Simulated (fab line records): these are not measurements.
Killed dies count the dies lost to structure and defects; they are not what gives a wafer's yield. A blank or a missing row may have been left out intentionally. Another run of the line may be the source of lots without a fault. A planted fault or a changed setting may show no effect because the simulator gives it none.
Matching of chambers	flow sky130	4 sister chambers for SKY_CONTACT_CMP_27 on cmp-01
The step polishes, stops on SiO2, t overpolish 15 s, target thk 0 nm. 4 wafers are shown with their chamber, then 7 later ones without.

## WAFERS PAIRED WITH THEIR CHAMBERS
wafer	chamber	motorCurrentA (A)
L493.6	2	13.3
L499.5	3	8.6
L502.1	1	12.6
L502.2	0	10.8

## WAFERS WITHOUT THEIR CHAMBER
wafer	motorCurrentA (A)
L502.3	12.8
L504.1	8.6
L504.2	12.9
L504.4	12.4
L505.3	12.4
L505.6	11.1
L507.2	13.6

## EACH ONE'S CHAMBER
wafer	from the rows above	in truth
L502.3	can't be placed: 1 or 2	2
L504.1	3	3
L504.2	can't be placed: 1 or 2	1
L504.4	1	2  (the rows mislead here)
L505.3	1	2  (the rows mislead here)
L505.6	0	0
L507.2	2	2
Correct placement for 3 of the 7. Unplaceable from these rows: 2, with the true chamber sitting among the candidates in 2. Wrongly placed: 2.
How it was worked out, from the rows above alone: a wafer's distance from a chamber is the root of the sum, over the readings, of the square of ((its reading less the chamber's mean) divided by the reading's scatter). The wafer belongs to the nearest chamber; if the next one is less than 2 further off, it can't be placed. Each chamber's mean is taken over the wafers shown for it. The scatter (one wafer shown for each chamber): square how far every hidden wafer sits from the nearest shown wafer, average those squares and take the square root.
